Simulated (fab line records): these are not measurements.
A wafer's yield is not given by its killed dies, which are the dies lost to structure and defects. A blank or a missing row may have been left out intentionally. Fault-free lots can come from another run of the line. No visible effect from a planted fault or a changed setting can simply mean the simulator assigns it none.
Shared-tool check | flow gf180mcu | 39 wafers sampled across 13 lots

WHY THIS WAS OPENED
At GF_MVPSD_TW_MEAS_11 the reading MVPSD_TW is flagged on 4 of 13 lots. No-fault wafers: 555.8, standard deviation 2.9.
Rule: a lot is flagged in two cases, either no wafer of it has a number, or all its wafers with numbers fall more than 4 standard deviations from that mean. All remaining lots are regarded as sound.

lot  | measured    | on           | MVPSD_TW, wafer by wafer | flag
L549 | day 5 11:22 | filmMetro-03 | 555.0 553.8 553.6        | 
L551 | day 6 00:44 | filmMetro-01 | 557.1 557.6 556.8        | 
L552 | day 6 08:07 | filmMetro-02 | 554.8 552.2 550.5        | 
L553 | day 6 14:19 | filmMetro-02 | 552.7 553.3 552.1        | 
L555 | day 7 04:08 | filmMetro-03 | 558.1 555.3 556.4        | 
L557 | day 7 15:25 | filmMetro-03 | 551.1 555.6 554.7        | 
L558 | day 7 19:29 | filmMetro-03 | 554.3 553.8 555.2        | 
L560 | day 8 12:26 | filmMetro-01 | 558.6 558.4 557.4        | 
L561 | day 8 13:46 | filmMetro-01 | 558.7 557.7 558.2        | 
L563 | day 9 03:13 | filmMetro-03 | 652.1 649.9 652.2        | FLAGGED
L564 | day 9 08:42 | filmMetro-02 | 640.7 639.7 642.2        | FLAGGED
L565 | day 9 14:49 | filmMetro-01 | 648.7 649.6 645.0        | FLAGGED
L566 | day 9 19:37 | filmMetro-01 | 647.8 650.0 648.5        | FLAGGED
The numbers of the flagged lots are 647.2 on average: +91.4 against the usual, or +32 standard deviations.

WHICH TOOL RAN EACH LOT
The record holds 2 process steps before the reading, out of a route of 602 steps. Read each cell as the tool, then ch plus the chambers that the sampled wafers visited, then the start.
lot  | flag    | GF_STI_DEHYDRATE_05             | GF_MVPSD_IMPLANT_09
L549 |         | lithoTrack-03 ch 0, day 2 04:37 | implanter-01 ch 0, day 5 11:07
L551 |         | lithoTrack-03 ch 0, day 2 15:23 | implanter-03 ch 0, day 6 00:30
L552 |         | lithoTrack-01 ch 0, day 2 19:51 | implanter-03 ch 0, day 6 07:52
L553 |         | lithoTrack-04 ch 0, day 3 00:41 | implanter-01 ch 0, day 6 14:04
L555 |         | lithoTrack-03 ch 0, day 3 11:19 | implanter-01 ch 0, day 7 03:53
L557 |         | lithoTrack-03 ch 0, day 3 22:26 | implanter-01 ch 0, day 7 15:11
L558 |         | lithoTrack-04 ch 0, day 4 03:25 | implanter-03 ch 0, day 7 19:15
L560 |         | lithoTrack-01 ch 0, day 4 12:58 | implanter-01 ch 0, day 8 12:11
L561 |         | lithoTrack-04 ch 0, day 4 17:20 | implanter-01 ch 0, day 8 13:29
L563 | FLAGGED | lithoTrack-01 ch 0, day 5 03:58 | implanter-01 ch 0, day 9 02:58
L564 | FLAGGED | lithoTrack-01 ch 0, day 5 08:49 | implanter-04 ch 0, day 9 08:29
L565 | FLAGGED | lithoTrack-04 ch 0, day 5 14:38 | implanter-04 ch 0, day 9 14:34
L566 | FLAGGED | lithoTrack-01 ch 0, day 5 19:28 | implanter-04 ch 0, day 9 19:22
What is done by these steps:
- GF_STI_DEHYDRATE_05: time 61.87 s.
- GF_MVPSD_IMPLANT_09
- GF_MVPSD_TW_MEAS_11

FLAGGED AGAINST TOTAL, ONE TOOL AT A TIME (gauges that did the reading follow at the end)
step                | tool          | lots run | flagged | share of the flagged lots | sound lots run after its first flagged lot
GF_STI_DEHYDRATE_05 | lithoTrack-01 | 5        | 3       | some                      | 0
GF_STI_DEHYDRATE_05 | lithoTrack-03 | 4        | 0       | none                      | -
GF_STI_DEHYDRATE_05 | lithoTrack-04 | 4        | 1       | some                      | 0
GF_MVPSD_IMPLANT_09 | implanter-01  | 7        | 1       | some                      | 0
GF_MVPSD_IMPLANT_09 | implanter-03  | 3        | 0       | none                      | -
GF_MVPSD_IMPLANT_09 | implanter-04  | 3        | 3       | some                      | 0
GF_MVPSD_TW_MEAS_11 | filmMetro-01  | 5        | 2       | some                      | 0
GF_MVPSD_TW_MEAS_11 | filmMetro-02  | 3        | 1       | some                      | 0
GF_MVPSD_TW_MEAS_11 | filmMetro-03  | 5        | 1       | some                      | 0

THE TABLE: WHAT IT ALLOWS
No row of the table ran every flagged lot.

WHAT THE SIMULATOR HAD INSERTED
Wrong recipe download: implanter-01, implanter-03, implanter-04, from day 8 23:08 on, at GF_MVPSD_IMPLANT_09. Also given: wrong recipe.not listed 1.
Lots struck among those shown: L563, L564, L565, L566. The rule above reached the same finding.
